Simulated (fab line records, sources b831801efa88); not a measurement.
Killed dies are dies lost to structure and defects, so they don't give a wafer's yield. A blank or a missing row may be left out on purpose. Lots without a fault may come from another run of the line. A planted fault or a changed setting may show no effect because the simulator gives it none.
Which tool did it? | flow sky130 | 6 lots, 18 wafers sampled, at 2 steps of a route of 708

WHAT THE GAUGES READ, wafer by wafer
SKY_VIA2_BOW_MEAS_03.
lot  | measured     | on            | VIA2_BOW (um)
L578 | day 35 16:49 | film_metro-01 | 83 93 96
L580 | day 37 06:22 | film_metro-03 | 84 77 82
L583 | day 37 22:30 | film_metro-02 | 87 85 86
L585 | day 38 15:55 | film_metro-01 | 86 89 85
L588 | day 39 13:54 | film_metro-02 | 89 101 95
L591 | day 39 23:11 | film_metro-03 | 85 85 88

WHICH TOOL RAN EACH LOT (tool, then ch and the chambers of the sampled wafers, then the start)
lot  | SKY_RES_XHIGH_STRIP_08
L578 | plasma_asher-02 ch 0,1, day 27 09:56
L580 | plasma_asher-02 ch 0,1, day 28 21:10
L583 | plasma_asher-01 ch 0, day 29 14:29
L585 | plasma_asher-02 ch 0,1, day 30 11:03
L588 | plasma_asher-02 ch 0,1, day 31 10:29
L591 | plasma_asher-02 ch 0, day 31 20:58
- SKY_RES_XHIGH_STRIP_08: strips in O2/N2.

THE ANSWER, worked out from the rows above alone
Rule: what is usual is taken from the lots themselves. Put in order of their means at a reading, lots are off if they are a third of the lots or fewer, leave a main group of 4 or more, and stand apart from it by a gap of 3 or more times the standard deviation of the main group's means; of several such gaps the widest counts. A main group whose means are all the same, to the digits that the tables above print for the reading, isn't used. A lot without any number at a reading at which 4 lots or more have one is off too. The other lots that the step has rows for count as sound.
No lot is off at any reading shown: from this, nothing can be told.

WHAT THE SIMULATOR HAD PUT IN
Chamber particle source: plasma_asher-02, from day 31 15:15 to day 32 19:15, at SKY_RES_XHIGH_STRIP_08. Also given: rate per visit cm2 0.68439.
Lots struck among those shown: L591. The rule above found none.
